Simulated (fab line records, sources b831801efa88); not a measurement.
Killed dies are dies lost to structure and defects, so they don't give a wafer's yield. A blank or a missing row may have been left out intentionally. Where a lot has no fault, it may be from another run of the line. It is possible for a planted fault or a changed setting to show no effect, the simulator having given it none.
Struck lot and sound lot, side by side / flow sky130 / 16 out of 708 route steps
Sound: the wafers L922.2, L922.5, L922.6. Struck: wafer L928.4. (L928.3 of the same lot was not struck and is left out.) The cause comes at the end.
Order at every step that has rows: each side's tool, ch and its chambers, its first start. Under that, the readings that differ: sound wafers / struck wafers / difference of the means / sigmas: that difference in standard deviations of wafers without a fault.
alike: words and numbers the same on both sides, and readings whose means are apart by under 2 such deviations; not compared: readings that were withheld, readings missing a value for some wafer, numbers with overlapping values and no deviation given by the record, and bounds like >300 which may hide the same value.
A row with sigmas, a row that says differs or no value, or rows on one side alone: a step with any of these is where the two part. Numbers that have no deviation but don't overlap get no sigmas and don't part them. A reading that every wafer of one side lacks parts them only if that side has two wafers or more.

SKY_SD_N_OVL_MEAS_08:
  sound on overlay-01, day 30 03:08; struck on overlay-01, day 32 01:12
  alike: SD_N_OVL
then, 2 steps without rows for these wafers: SKY_SD_N_IMPLANT_09; SKY_SD_N_IMPLANT_10.
SKY_SD_N_STRIP_11: strips in O2/N2.
  sound on plasma-asher-02 ch 0,1, day 30 03:28; struck on plasma-asher-03 ch 0, day 32 01:34
  alike: chamber-pressure-mTorr, drypump-motor-current-A, oes-product-au, strip-time-to-endpoint-s
  not compared: rf-hours-counter-h
SKY_SD_N_TW_MEAS_12:
  sound on film-metro-02, day 30 03:35; struck on film-metro-03, day 32 01:38
  alike: SD_N_TW
then, 1 step without rows for these wafers: SKY_SD_N_CLEAN_13 (cleans in SC1/SC2, time 150 s).
SKY_SD_N_RTA_14: time 2 s.
  sound on rtp-anneal-01 ch 0, day 30 03:41; struck on rtp-anneal-01 ch 0, day 32 01:46
reading=lamp-power-pct (%); sound=15.63 15.67 15.57; struck=15.76; difference=+0.14; sigmas=+2
  alike: anneal-temp-c-max, chamber-o2-ppm, wafer_temp_C_max
SKY_SD_N_RS_MEAS_16: a four-point-probe measurement.
  sound on film-metro-04, day 30 03:52; struck on film-metro-02, day 32 01:58
  alike: SD_N_RS
SKY_SD_N_RS_MEAS_17: a four-point-probe measurement.
  sound on film-metro-04, day 30 03:59; struck on film-metro-02, day 32 02:05
  alike: SD_P_RS
SKY_SD_N_RS_MEAS_18: a four-point-probe measurement.
  sound on film-metro-04, day 30 04:07; struck on film-metro-02, day 32 02:12
  alike: RES_XHIGH_RS
then, 1 step without rows for these wafers: SKY_SALICIDE_CLEAN_00 (cleans in HF-last, time 30 s).
SKY_LI_CONTACT_HDPCVD_00: deposits PSG, target thk 930 nm, time 155 s.
  sound on hdpcvd-01 ch 1,2, day 30 04:14; struck on hdpcvd-01 ch 1, day 32 02:17
reading=run-length-s (s); sound=184.2 183.1 184.1; struck=228.1; difference=+44.3; sigmas=+99 or more
reading=model.PSG_of_LI_CONTACT_HDPCVD_00.thk-nm (nm); sound=915.7 912.8 914.5; struck=1221; difference=+307; sigmas=
SKY_LI_CONTACT_THK_MEAS_01:
  sound on film-metro-03, day 30 04:20; struck on film-metro-03, day 32 02:25
reading=LI_CONTACT_HDPCVD_THK (nm); sound=916 913 915; struck=1222; difference=+307; sigmas=+22
SKY_LI_CONTACT_CMP_02: polishes PSG.
  sound on cmp-01 ch 1,2,3, day 30 04:32; struck on cmp-01 ch 1, day 32 02:28
reading=time-to-endpoint-s (s); sound=32 33 30; struck=63; difference=+31; sigmas=+8
  alike: motor-current-A
SKY_LI_CONTACT_BOW_MEAS_03:
  sound on film-metro-04, day 30 04:43; struck on film-metro-04, day 32 02:48
  alike: LI_CONTACT_BOW
SKY_PAD_OPEN_PROBE_99:
  rows exist in the record for the sound wafers here (prober-01, day 47 12:59), none for the struck ones

## WHERE THEY PART
At SKY_SD_N_RTA_14 first; at SKY_PAD_OPEN_PROBE_99 last (within this record only).

WHY: what had been put in by the simulator
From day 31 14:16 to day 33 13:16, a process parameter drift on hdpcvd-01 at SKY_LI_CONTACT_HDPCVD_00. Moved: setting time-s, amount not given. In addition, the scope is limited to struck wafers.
